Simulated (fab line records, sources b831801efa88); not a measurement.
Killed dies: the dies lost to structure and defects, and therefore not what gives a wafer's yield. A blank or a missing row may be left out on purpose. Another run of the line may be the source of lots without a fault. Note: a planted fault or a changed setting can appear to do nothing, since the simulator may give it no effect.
One fault seen from 2 desks	flow sky130	every desk sees just its own numbers, and what lay behind them comes last

== FROM THE METROLOGY DESK ==
Means of the sampled wafers that have a number, per lot and without regard to the tool the lot ran on: this is what the gauges read. A lot is out of limits, marked OUT, if its mean lies more than 4 standard deviations from the usual mean; the brackets give that distance.
Columns: A = PASSIVATION_CVD_02_THK at SKY_PASSIVATION_THK_MEAS_03, usual 540 nm
lot	first seen here	A
L589	day 44 01:47	536
L590	day 44 05:46	542
L591	day 44 11:55	548
L592	day 44 17:53	542
L593	day 45 04:35	543
L597	day 46 08:35	532
L603	day 47 19:26	439 (-17) OUT
L609	day 49 07:53	541
L610	day 49 10:02	535
L612	day 49 10:44	542
Finding of this desk: L603 out of limits, first seen on L603 at day 47 19:26 (PASSIVATION_CVD_02_THK at SKY_PASSIVATION_THK_MEAS_03). L589, L590, L591, L592, L593, L597, L609, L610, L612: within limits.

== FOR THE TOOL OWNER'S DESK: pecvd-04 ==
The tool's own readings at SKY_PASSIVATION_CVD_02 (deposits Si3N4, target thk 540 nm): means of the sampled wafers that have a number, for each lot that ran on this tool. A lot is out of limits, marked OUT, if its mean lies more than 4 standard deviations from the usual mean; the brackets give that distance.
Columns: A = heaterPowerW at SKY_PASSIVATION_CVD_02, usual 746 W
lot	first seen here	A
L590	day 44 05:32	833
L591	day 44 11:46	838
L592	day 44 17:40	860
L603	day 47 19:13	812
This desk's finding: nothing out of limits on any of the 4 lots.

== PUT TOGETHER ==
On L603, the metrology desk was in a position to raise an alarm at day 47 19:26.
The desk of the tool owner found nothing out of limits.
The tool owner's desk has L603 on record, within its limits.
All the named lots went through SKY_PASSIVATION_CVD_02 on pecvd-04.

== WHAT WAS PUT IN BY THE SIMULATOR ==
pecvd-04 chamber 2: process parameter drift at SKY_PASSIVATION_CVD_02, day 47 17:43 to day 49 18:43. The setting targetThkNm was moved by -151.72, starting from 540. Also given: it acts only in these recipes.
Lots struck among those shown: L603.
Per desk, hours elapsed from the start of the fault to the first reading out of limits: for the metrology desk, 2.
